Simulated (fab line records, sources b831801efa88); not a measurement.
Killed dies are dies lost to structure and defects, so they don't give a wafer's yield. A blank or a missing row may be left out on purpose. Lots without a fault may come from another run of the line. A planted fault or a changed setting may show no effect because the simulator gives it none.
Problem report in the 8D (eight disciplines) form, filled by code | flow sky130 | the parts of the form that need people (team, actions taken, sign-off) are left out

1. THE PROBLEM
time_to_endpoint_s at SKY_FIELD_ISO_CMP_27 reads a mean of 58 s on 1 wafer of 1 lot; wafers without a fault read 111 s with a standard deviation of 3.2. That is -17 standard deviations from the usual mean.
The step: polishes, stops on Si3N4, t overpolish 16 s, target thk 457.8 nm.
First seen on wafer L216.4, day 5 20:28, on cmp-01. The record holds 27 wafers of 9 lots with a number at this step. Rule for "out", or "out of limits": more than 4 standard deviations from the usual mean. The other wafers with a number count as sound.

2. WHAT IT IS AND WHAT IT IS NOT
question                    | is                 | is not
which readings at this step | time_to_endpoint_s | motor_current_A, overpolish_run_s, platen_rpm, slurry_flow_ml_min
which lots                  | L216               | L200, L201, L202, L203, L204, L205, L206, L219
which wafers of those lots  | L216.4             | L216.1, L216.6
read on which tools         | cmp-01             | cmp-02
when                        | from day 5 20:28   | up to then (23 sound wafers); but 3 sound wafers of L219 came after

3. SUSPECTS, AND WHAT RULES EACH OUT
Counting: a tool at a process step up to the reading stays a suspect if it ran every lot that is out. Sound lots after the first of them don't rule it out here, since some wafers of a struck lot are sound.
- cmp-01 at SKY_FIELD_ISO_CMP_27 (polishes, stops on Si3N4, t overpolish 16 s, target thk 457.8 nm): kept. It ran the lot that is out, L216 (day 5 20:28); its last sound lot up to then is L206 (day 3 18:31). Its own readings are out on those wafers: time_to_endpoint_s.
- Within cmp-01 at SKY_FIELD_ISO_CMP_27: the wafers that are out ran in chamber 0; their sound lot-mates ran in chambers 1, 2.
Left after counting: cmp-01 at SKY_FIELD_ISO_CMP_27.

4. THE CAUSE (what the simulator had put in)
Process parameter drift: cmp-01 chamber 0, from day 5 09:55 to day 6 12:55, at SKY_FIELD_ISO_CMP_27. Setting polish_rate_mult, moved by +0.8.
Counting left only this tool.

5. THE CHAIN OF EFFECTS, in route order
Each row: a reading whose mean over the struck wafers that have a number lies more than 3 standard deviations from the usual. Only readings for which the record gives a usual standard deviation are gone through. hours: the time from each lot's start at the first step in this table that gives one to its start at this step, as a median over the lots. sigmas: the change in usual standard deviations.
hours | step                 | reading            | usual | on struck wafers | change | sigmas
0     | SKY_FIELD_ISO_CMP_27 | time_to_endpoint_s | 111 s | 58               | -53    | -17
The process steps in it:
- SKY_FIELD_ISO_CMP_27: polishes, stops on Si3N4, t overpolish 16 s, target thk 457.8 nm.
Later measuring or inspecting steps at which every struck wafer that the step has a row for has a number for every such reading, and none has moved that far: SKY_NWELL_RS_MEAS_31, SKY_VT_ADJUST_HVTP_CD_MEAS_07.

6. WHAT WOULD HAVE CAUGHT IT SOONER
In this record the first reading out of limits was taken at day 5 20:28, 11 hours after the fault began at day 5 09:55.
